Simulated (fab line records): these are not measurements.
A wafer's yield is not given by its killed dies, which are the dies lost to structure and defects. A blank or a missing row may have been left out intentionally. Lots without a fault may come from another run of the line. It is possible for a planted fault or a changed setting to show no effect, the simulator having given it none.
A single fault, viewed from 2 desks | flow gf180mcu | numbers are kept per desk, each desk with only its own; the story behind them comes last

## FROM THE METROLOGY DESK
Lot by lot, what the gauges showed, no matter which tool ran the lot: averages of those sampled wafers that carry a number. Marked OUT: a lot whose mean sits more than 4 standard deviations from the usual mean, which makes it out of limits; the brackets give that distance.
Columns: A = V4_CVD_00_THK at GF_V4_THK_MEAS_01, usual 602 nm; B = cdNm at GF_M5_CD_MEAS_07, usual 280.3 nm; C = TOP_METAL_ALCU_RS at GF_TOP_METAL_RS_MEAS_05, usual 0.0327 ohm/sq
lot  | first seen here | A   | B     | C
L190 | day 23 14:59    | 597 | 280.0 | 0.0327
L191 | day 24 05:53    | 600 | 278.5 | 0.0327
L194 | day 24 19:08    | 603 | 278.9 | 0.0328
L195 | day 25 06:13    | 601 | 279.9 | 0.0329
L197 | day 26 01:18    | 598 | 278.8 | 0.0325
L198 | day 26 02:04    | 606 | 281.4 | 0.0331
L199 | day 26 13:26    | 602 | 278.4 | 0.0328
L200 | day 26 20:41    | 597 | 279.0 | 0.0325
L201 | day 27 05:55    | 604 | 281.4 | 0.0329
L202 | day 27 11:55    | 603 | 280.0 | 0.0325
L203 | day 27 17:16    | 597 | 281.7 | 0.0331
L205 | day 28 12:08    | 604 | 279.9 | 0.0331
L209 | day 29 14:36    | 601 | 278.1 | 0.0324
This desk's finding: nothing out of limits on any of the 13 lots.

## AT THE TOOL OWNER'S DESK: pvdSputter-04
The tool's own readings at GF_M1_SPUTTER_00 (material Ti, target thk 37.5 nm, time 150 s): means of the sampled wafers that have a number, for each lot that ran on this tool. Marked OUT: a lot whose mean sits more than 4 standard deviations from the usual mean, which makes it out of limits; the brackets give that distance.
Columns: A = throttleValvePct at GF_M1_SPUTTER_00, usual 29.7 %
lot  | first seen here | A
L191 | day 16 19:55    | 29.1
L198 | day 18 22:15    | 29.1
L199 | day 19 11:08    | 28.9
L201 | day 20 06:19    | 29.2
L202 | day 20 15:42    | 30.5
L209 | day 23 03:02    | 29.7
This desk's finding: nothing out of limits on any of the 6 lots.

## TAKEN TOGETHER
The metrology desk saw nothing out of limits.
The tool owner's desk saw nothing out of limits.

## WHAT THE SIMULATOR PUT IN
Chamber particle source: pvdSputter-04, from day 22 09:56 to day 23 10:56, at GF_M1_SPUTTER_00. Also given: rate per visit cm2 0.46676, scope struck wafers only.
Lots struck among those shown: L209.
